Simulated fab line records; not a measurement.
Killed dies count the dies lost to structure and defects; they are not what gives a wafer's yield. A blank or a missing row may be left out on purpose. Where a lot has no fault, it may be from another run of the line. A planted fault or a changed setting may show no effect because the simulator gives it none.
8D (eight disciplines) problem report, filled in by code || flow sky130 || the parts of the form that need people (team, actions taken, sign-off) are left out

== 1. THE ISSUE ==
killed at contacts at SKY_PAD_OPEN_PROBE_99 reads a mean of 296 on 2 wafers of 1 lot; wafers without a fault read 24 with a standard deviation of 5.6. Measured from the usual mean, that is +49 standard deviations.
The first sign was on wafer L308.1 at day 47 22:02, on prober-01. Wafers with a number at this step in the record: 36, from 12 lots. By rule, "out" or "out of limits" means more than 4 standard deviations away from the usual mean. The rest of the wafers with a number are treated as sound.

== 2. WHAT IT IS AND WHAT IT IS NOT ==
{"question": "which readings at this step", "is": "killed at contacts, killed dies, killed on rim", "is not": "killed_at_M0_to_M3, killed_at_M4_up, killed at other, killed short"}
{"question": "which lots", "is": "L308", "is not": "L299, L300, L301, L302, L304, L305, L317, L318, L320, L321, L322"}
{"question": "which wafers of those lots", "is": "L308.1, L308.6", "is not": "L308.4"}
{"question": "read on which tools", "is": "prober-01", "is not": "prober-02"}
{"question": "when", "is": "from day 47 22:02", "is not": "up to then (18 sound wafers); but 16 sound wafers of L308, L317, L318, L320, L321, L322 came after"}

== 3. SUSPECTS, AND WHAT RULES EACH OUT ==
Counting: any tool at a process step up to the reading remains a suspect provided it ran every lot that is out. Sound lots after the first of them don't rule it out here, since some wafers of a struck lot are sound.
- cmp-01 at SKY_LI_CONTACT_CMP_24 (polishes, stops on PSG, t overpolish 20 s, target thk 0 nm): kept. It processed L308, the lot that is out, at day 32 02:13, and its most recent sound lot before then was L301 at day 29 16:05.
- rie metal-01 at SKY_METAL1_ETCH_18 (etches BARC in N2/H2, stops on SiO2, time 45.9 s, target depth 60 nm): kept. It processed L308, the lot that is out, at day 35 14:25, and its most recent sound lot before then was L300 at day 32 22:46.
- rie metal-01 at SKY_METAL1_METAL_ETCH_19 (etches the open film in Cl2/BCl3, stops on SiO2, target depth 360 nm, time 78 s): kept. It processed L308, the lot that is out, at day 35 14:29, and its most recent sound lot before then was L300 at day 32 22:53.
- pvd sputter-02 at SKY_VIA1_SPUTTER_20 (material TiN, target thk 20 nm, time 80 s): kept. It processed L308, the lot that is out, at day 36 18:11, and its most recent sound lot before then was L304 at day 35 16:53.
- prober-01 at SKY_PAD_OPEN_PROBE_99: kept. It processed L308, the lot that is out, at day 47 22:02, and its most recent sound lot before then was L304 at day 47 00:43. Its own readings are out on those wafers: killed at contacts, killed dies, killed on rim.
- Within cmp-01 at SKY_LI_CONTACT_CMP_24: the wafers that are out ran in chamber 1; their sound lot-mates ran in chamber 0.
Left after counting: cmp-01 at SKY_LI_CONTACT_CMP_24, rie metal-01 at SKY_METAL1_ETCH_18, rie metal-01 at SKY_METAL1_METAL_ETCH_19, pvd sputter-02 at SKY_VIA1_SPUTTER_20, prober-01 at SKY_PAD_OPEN_PROBE_99.

== 4. THE CAUSE (what the simulator had put in) ==
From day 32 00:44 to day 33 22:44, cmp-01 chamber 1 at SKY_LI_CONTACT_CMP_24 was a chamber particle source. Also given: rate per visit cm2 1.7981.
Counting left 5 suspects, and this tool is among them.

== 5. THE CHAIN OF EFFECTS, in route order ==
Each row: a reading where the mean over the struck wafers with a number is more than 3 standard deviations away from the usual. Readings are gone through only where the record gives a usual standard deviation; hours: the median, over the lots, of the time from a lot's start at the first step in this table giving one to that lot's start at this step; sigmas: the change measured in usual standard deviations.
{"hours": 0, "step": "SKY_PAD_OPEN_PROBE_99", "reading": "killed at contacts", "usual": 24, "on struck wafers": 296, "change": "+272", "sigmas": "+49"}
{"hours": 0, "step": "SKY_PAD_OPEN_PROBE_99", "reading": "killed dies", "usual": 86, "on struck wafers": 344, "change": "+258", "sigmas": "+29"}
{"hours": 0, "step": "SKY_PAD_OPEN_PROBE_99", "reading": "killed on rim", "usual": 17, "on struck wafers": 68, "change": "+50", "sigmas": "+12"}
{"hours": 0, "step": "SKY_PAD_OPEN_PROBE_99", "reading": "killed open", "usual": 47, "on struck wafers": 24, "change": -24, "sigmas": -3.4}
Process steps it contains:
- SKY_PAD_OPEN_PROBE_99

== 6. HOW IT WOULD HAVE BEEN CAUGHT EARLIER ==
First out-of-limits reading in this record: day 47 22:02, which is 381 hours after fault onset at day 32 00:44.
No tool reading at SKY_LI_CONTACT_CMP_24 that has a usual standard deviation in the record was out on any struck wafer, so an alarm limit of 4 standard deviations on those readings would not have fired.
By day 47 22:02 the whole set of lots that are out, 1 in number, had already begun SKY_LI_CONTACT_CMP_24 on cmp-01. Holding the tool at that point would not have protected any of them.
